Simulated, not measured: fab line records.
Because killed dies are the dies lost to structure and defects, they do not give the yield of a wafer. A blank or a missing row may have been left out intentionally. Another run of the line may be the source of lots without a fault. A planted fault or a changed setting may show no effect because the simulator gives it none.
A struck lot beside a sound one + flow gf180mcu + 18 steps out of a route of 602
Sound: these wafers, L570.1, L570.3, L570.4. The struck wafers were L579.2, L579.3, L579.5. The cause is named last.
Order at every step that has rows: each side's tool, ch and its chambers, its first start. Under that, the readings that differ: sound wafers + struck wafers + difference of the means + sigmas: that difference in standard deviations of wafers without a fault.
alike: readings whose means differ by less than 2 such deviations, and words and numbers that are the same on both sides. not compared: withheld readings, readings that some wafer has no value for, bounds like >300 that may hide the same value, and numbers for which the record gives no deviation and whose values overlap.
A row with sigmas, a row that says differs or no value, or rows on one side alone: a step with any of these is where the two part. When numbers do not overlap yet have no deviation, they are printed without sigmas and do not part them. Lack of a reading on every wafer of one side parts them only where that side has two or more wafers.

first, 3 steps without rows for these wafers: GF_HV_LDD_EXPOSE_16 (exposes mask Pplus LV AREA, target cd 400 nm); GF_HV_LDD_PEB_17; GF_HV_LDD_DEVELOP_18 (develop time 60 s).
GF_HV_LDD_CD_MEAS_19: target cd 400 nm.
  struck on cd-sem-02, day 17 04:02; sound on cd-sem-01, day 14 05:43
  alike: cd-nm
GF_HV_LDD_OVL_MEAS_20:
  struck on overlay-02, day 17 04:08; sound on overlay-01, day 14 05:50
  alike: HV_LDD_01_OVL
then, 1 step without rows for these wafers: GF_HV_LDD_IMPLANT_21.
GF_HV_LDD_STRIP_22: strips in O2/N2.
  sound on plasma-asher-02 ch 0,1, day 14 06:01; struck on plasma-asher-03 ch 0,1, day 17 04:19
| reading            | sound       | struck      | difference | sigmas |
|--------------------|-------------|-------------|------------|--------|
| heater-power-w (W) | 373 375 376 | 322 321 325 | -52        | -2     |
  alike: drypump-motor-current-A, oes-product-au, platen-temp-c, strip-time-to-endpoint-s
  not compared: rf-hours-counter-h
GF_HV_LDD_TW_MEAS_23:
  struck on film-metro-04, day 17 04:26; sound on film-metro-03, day 14 06:07
  alike: HV_LDD_2_TW
then, 4 steps without rows for these wafers: GF_HV_LDD_DEHYDRATE_24 (time 60 s); GF_HV_LDD_HMDS_25 (prime time 60 s); GF_HV_LDD_COAT_26 (resist thk 1000 nm); GF_HV_LDD_SOFTBAKE_27 (time 60 s).
GF_HV_LDD_EXPOSE_28: exposes mask Nplus HV AREA, target cd 400 nm.
  sound on iline-stepper-02 ch 0, day 14 16:07; struck on iline-stepper-02 ch 0, day 17 16:22
| reading                        | sound             | struck            | difference | sigmas |
|--------------------------------|-------------------|-------------------|------------|--------|
| model.HV_LDD.overlay-x-nm (nm) | -1.68 -1.68 -1.68 | 203.4 203.4 203.4 | +205.1     |        |
  alike: mask, focus-offset-nm
then, 2 steps without rows for these wafers: GF_HV_LDD_PEB_29; GF_HV_LDD_DEVELOP_30 (develop time 60 s).
GF_HV_LDD_CD_MEAS_31: target cd 400 nm.
  struck on cd-sem-02, day 18 03:23; sound on cd-sem-01, day 15 02:07
  alike: cd-nm
GF_HV_LDD_OVL_MEAS_32:
  struck on overlay-02, day 18 03:41; sound on overlay-01, day 15 02:14
| reading            | sound          | struck            | difference | sigmas      |
|--------------------|----------------|-------------------|------------|-------------|
| HV_LDD_02_OVL (nm) | -2.1 -1.6 -1.1 | 203.2 203.6 203.0 | +204.9     | +99 or more |
  not compared: hold
then, 1 step without rows for these wafers: GF_PASSIVATION_PROBE_99.

## WHERE THEY PART
First at GF_HV_LDD_STRIP_22; last, within this record, at GF_HV_LDD_OVL_MEAS_32.

WHY: whatever the simulator had introduced
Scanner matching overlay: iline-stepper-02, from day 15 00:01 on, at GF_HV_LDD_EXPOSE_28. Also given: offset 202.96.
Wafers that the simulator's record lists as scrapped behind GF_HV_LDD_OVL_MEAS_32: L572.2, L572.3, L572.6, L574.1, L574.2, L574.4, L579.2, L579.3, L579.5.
